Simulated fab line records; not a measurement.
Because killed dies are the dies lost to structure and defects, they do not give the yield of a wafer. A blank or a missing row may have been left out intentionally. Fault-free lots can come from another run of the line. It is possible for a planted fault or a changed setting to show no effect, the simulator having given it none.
Comparing a struck lot with a sound one / flow sky130 / 43 steps out of a route of 708
Sound: the wafers L890.1, L890.2, L890.3. Struck: wafers L901.1, L901.4, L901.6. Last of all comes the cause.
At each step with rows: each side's tool, then ch and its chambers, then its first start. Under that, the readings that differ: sound wafers / struck wafers / difference of the means / sigmas: that difference in standard deviations of wafers without a fault.
alike: words and numbers the same on both sides, and readings whose means are apart by under 2 such deviations; not compared: readings that were withheld, readings missing a value for some wafer, numbers with overlapping values and no deviation given by the record, and bounds like >300 which may hide the same value.
The two part at a step that has a row with sigmas, a row that says differs or no value, or rows on one side only. Non-overlapping numbers with no deviation appear without sigmas and do not part them. A reading that every wafer of one side lacks parts them only if that side has two wafers or more.

first, 6 steps without rows for these wafers: SKY_POLY_GATE_COAT_07 (resist thk 110 nm); SKY_POLY_GATE_COAT_08 (resist thk 450 nm); SKY_POLY_GATE_SOFTBAKE_09 (time 90 s); SKY_POLY_GATE_EXPOSE_10 (exposes mask P1M, target cd 150 nm); SKY_POLY_GATE_PEB_11; SKY_POLY_GATE_DEVELOP_12 (develop time 60 s).
SKY_POLY_GATE_CD_MEAS_13: the cd target is 150 nm.
  struck on cd sem-02, day 21 12:14; sound on cd sem-01, day 17 05:56
  alike: cd nm
SKY_POLY_GATE_OVL_MEAS_14:
  struck on overlay-02, day 21 12:21; sound on overlay-01, day 17 06:03
  alike: POLY_GATE_OVL
SKY_POLY_GATE_ETCH_15: etches BARC in N2/H2, stops on SiO2, time 118.5 s, target depth 110 nm.
  sound on rie diel-03 ch 0,1,3, day 17 06:05; struck on rie diel-03 ch 0,1,2, day 21 12:23
  alike: chamber pressure mTorr, drypump motor current A, oes product au, throttle valve pct
  not compared: rf hours counter h
SKY_POLY_GATE_ETCH_16: etches Si3N4 in CH3F/O2, stops on poly-Si, time 147.5 s, target depth 75 nm.
  sound on rie diel-03 ch 0,1,3, day 17 06:10; struck on rie diel-03 ch 0,1,2, day 21 12:28
  alike: O2_flow_sccm, chamber pressure mTorr, drypump motor current A, oes product au, throttle valve pct
  not compared: rf hours counter h
SKY_POLY_GATE_ETCH_17: etches poly-Si in HBr/Cl2, stops on SiO2, target depth 180 nm, time 70.5 s.
  sound on rie si-02 ch 0,1,3, day 17 06:16; struck on rie si-01 ch 1,3, day 21 12:34
  alike: chamber pressure mTorr, drypump motor current A, mfc cl2 sccm, oes product au, throttle valve pct
  not compared: rf hours counter h
SKY_POLY_GATE_STRIP_18: strips in O2/N2.
  sound on plasma asher-03 ch 0,1, day 17 06:19; struck on plasma asher-01 ch 0, day 21 12:37
  alike: chamber pressure mTorr, drypump motor current A, o2 flow sccm, oes product au, strip time to endpoint s
  not compared: rf hours counter h
SKY_POLY_GATE_CLEAN_19: cleans in SC1/SC2, time 150 s.
  sound on wet bench-01 ch 0, day 17 06:25; struck on wet bench-03 ch 3, day 21 12:43
then, 1 step without rows for these wafers: SKY_POLY_GATE_OXIDATION_20 (stabilise 600 s, purge 300 s, target thk 4 nm).
SKY_POLY_GATE_THK_MEAS_21:
  struck on film metro-02, day 21 14:02; sound on film metro-02, day 17 08:25
  alike: POLY_GATE_OXIDATION_THK
SKY_POLY_GATE_CD_MEAS_22:
  struck on cd sem-02, day 21 14:05; sound on cd sem-02, day 17 08:28
  alike: cd nm
then, 7 steps without rows for these wafers: SKY_LDD_N_DEHYDRATE_00 (time 60 s); SKY_LDD_N_HMDS_01 (prime time 60 s); SKY_LDD_N_COAT_02 (resist thk 300 nm); SKY_LDD_N_SOFTBAKE_03 (time 60 s); SKY_LDD_N_EXPOSE_04 (exposes mask NTM, target cd 840 nm); SKY_LDD_N_PEB_05; SKY_LDD_N_DEVELOP_06 (develop time 60 s).
SKY_LDD_N_OVL_MEAS_07:
  struck on overlay-01, day 22 20:49; sound on overlay-02, day 18 14:16
  alike: LDD_N_OVL
then, 8 steps without rows for these wafers: SKY_LDD_N_IMPLANT_08; SKY_LDD_N_IMPLANT_09; SKY_LDD_N_IMPLANT_10; SKY_LDD_N_IMPLANT_11; SKY_LDD_N_IMPLANT_12; SKY_LDD_N_IMPLANT_13; SKY_LDD_N_IMPLANT_14; SKY_LDD_N_IMPLANT_15.
SKY_LDD_N_STRIP_16: strips in O2/N2.
  sound on plasma asher-01 ch 0,1, day 18 15:31; struck on plasma asher-04 ch 0,1, day 22 22:03
  alike: chamber pressure mTorr, drypump motor current A, o2 flow sccm, oes product au, strip time to endpoint s
  not compared: rf hours counter h
SKY_LDD_N_TW_MEAS_17:
  struck on film metro-03, day 22 22:09; sound on film metro-01, day 18 15:37
  alike: LDD_N_TW
then, 7 steps without rows for these wafers: SKY_LDD_P_DEHYDRATE_00 (time 60 s); SKY_LDD_P_HMDS_01 (prime time 60 s); SKY_LDD_P_COAT_02 (resist thk 1140 nm); SKY_LDD_P_SOFTBAKE_03 (time 60 s); SKY_LDD_P_EXPOSE_04 (exposes mask PSDM, target cd 380 nm); SKY_LDD_P_PEB_05; SKY_LDD_P_DEVELOP_06 (develop time 62.11 s).
SKY_LDD_P_CD_MEAS_07: the cd target is 380 nm.
  struck on cd sem-02, day 24 03:29; sound on cd sem-01, day 19 21:55
reading=cd nm (nm); sound=378.7 378.1 377.5; struck=384.2 384.4 385.4; difference=+6.6; sigmas=+2
-- here the record skips 25 days between the struck wafers' starts before and after, leaving off in module LDD_P and picking up in module PAD_OPEN (first step shown: number 708 of the route) --
SKY_PAD_OPEN_PROBE_99:
  struck on prober-01, day 49 01:38; sound on prober-02, day 46 11:56
reading=model.etest.diode nwell sub.leak log10 a cm2; sound=-7.335 -7.279 -7.482; struck=-6.017 -6.382 -6.575; difference=+1.041; sigmas=
reading=model.etest.diode dnwell sub.leak log10 a cm2; sound=-7.08 -7.427 -7.392; struck=-6.404 -6.337 -6.13; difference=+1.009; sigmas=
reading=model.etest.diode pwell dnwell.leak log10 a cm2; sound=-7.635 -7.659 -7.524; struck=-6.943 -6.83 -6.694; difference=+0.784; sigmas=
reading=model.etest.diode ndiff pwell hv.leak log10 a cm2; sound=-6.733 -6.856 -6.561; struck=-6.188 -6.261 -6.309; difference=+0.464; sigmas=
reading=model.etest.diode ndiff pwell.leak log10 a cm2; sound=-7.555 -7.232 -7.133; struck=-6.969 -7.088 -6.883; difference=+0.327; sigmas=
reading=model.etest.diode pdiff nwell.leak log10 a cm2; sound=-7.484 -7.623 -7.409; struck=-6.711 -6.816 -7.031; difference=+0.653; sigmas=
reading=model.etest.nfet_16v.off log10 a um; sound=-13.79 -13.75 -13.88; struck=-13.43 -13.62 -13.63; difference=+0.25; sigmas=
  alike: killed_at_M0_to_M3, killed_at_M4_up, killed at contacts, killed at front end, killed at other, killed dies, killed open, killed short
  not compared: model.etest.diode pdiff nwell hv.leak log10 a cm2

== WHERE THEY PART ==
Within this record, at SKY_LDD_P_CD_MEAS_07 only. Later steps at which nothing parts them and some readings are alike: SKY_PAD_OPEN_PROBE_99.

WHY: what the simulator had put in
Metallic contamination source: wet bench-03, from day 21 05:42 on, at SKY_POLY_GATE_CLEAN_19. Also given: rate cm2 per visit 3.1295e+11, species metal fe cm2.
